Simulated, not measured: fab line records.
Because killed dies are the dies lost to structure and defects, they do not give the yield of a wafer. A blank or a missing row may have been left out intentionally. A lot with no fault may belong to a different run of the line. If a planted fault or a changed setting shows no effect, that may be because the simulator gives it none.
2 desks looking at one fault -- flow sky130 -- what lay behind the numbers comes last; until then each desk has only its own

== THE METROLOGY DESK ==
Lot by lot, what the gauges showed, no matter which tool ran the lot: averages of those sampled wafers that carry a number. A lot is out of limits, marked OUT, if its mean lies more than 4 standard deviations from the usual mean; the brackets give that distance.
Columns: A = cd_nm at SKY_METAL1_CD_MEAS_15, usual 139.4 nm; B = VIA1_W_RS at SKY_VIA1_RS_MEAS_22, usual 0.427 ohm/sq; C = VIA1_W_THK at SKY_VIA1_THK_MEAS_23, usual 276 nm
lot,first seen here,A,B,C
L111,day 33 02:41,140.1,0.429,274
L115,day 34 10:15,139.1,0.426,277
L116,day 34 12:26,139.3,0.426,278
L117,day 34 22:21,139.8,0.428,276
L118,day 35 15:49,137.5,0.432,273
L119,day 35 16:08,139.4,0.428,276
L123,day 36 23:44,141.5,0.385 (-11) OUT,309 (+11) OUT
L125,day 37 12:28,139.1,0.381 (-12) OUT,310 (+11) OUT
L131,day 39 05:31,137.6,0.426,276
L132,day 39 22:29,139.5,0.426,273
Per this desk, out of limits: L123, L125; the first was L123, day 38 04:22 (VIA1_W_RS at SKY_VIA1_RS_MEAS_22). In limits: L111, L115, L116, L117, L118, L119, L131, L132.

== FOR THE TOOL OWNER'S DESK: cvd_w-02 ==
The tool's own readings at SKY_VIA1_CVD_21 (deposits W, target thk 270 nm, time 80.902 s): means of the sampled wafers that have a number, for each lot that ran on this tool. A lot is out of limits, marked OUT, if its mean lies more than 4 standard deviations from the usual mean; the brackets give that distance.
Columns: A = chamber_pressure_Torr at SKY_VIA1_CVD_21, usual 40.00 Torr; B = heater_power_w at SKY_VIA1_CVD_21, usual 915 W
lot,first seen here,A,B
L111,day 34 07:47,40.04,873
L115,day 35 13:49,39.98,907
L117,day 36 02:11,40.01,900
L119,day 36 20:35,40.12,879
L123,day 38 04:16,49.70 (+99 or more) OUT,906
L125,day 38 15:20,49.50 (+99 or more) OUT,888
Finding of this desk: L123, L125 out of limits; the first was L123 at day 38 04:16, on chamber_pressure_Torr at SKY_VIA1_CVD_21. In limits: L111, L115, L117, L119.

== TAKEN TOGETHER ==
At day 38 04:16, on L123, L125, the tool owner's desk was in a position to raise an alarm.
Metrology desk: alarm possible at day 38 04:22 on L123, L125.
The lots listed all ran SKY_VIA1_CVD_21 on cvd_w-02.

== WHAT HAD BEEN PUT IN BY THE SIMULATOR ==
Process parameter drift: cvd_w-02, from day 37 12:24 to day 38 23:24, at SKY_VIA1_CVD_21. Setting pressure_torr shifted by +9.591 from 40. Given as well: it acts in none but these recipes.
Struck lots among those shown: L123, L125.
Time in hours from fault onset to the first out-of-limits reading at each desk: tool owner's desk 16, metrology desk 16.
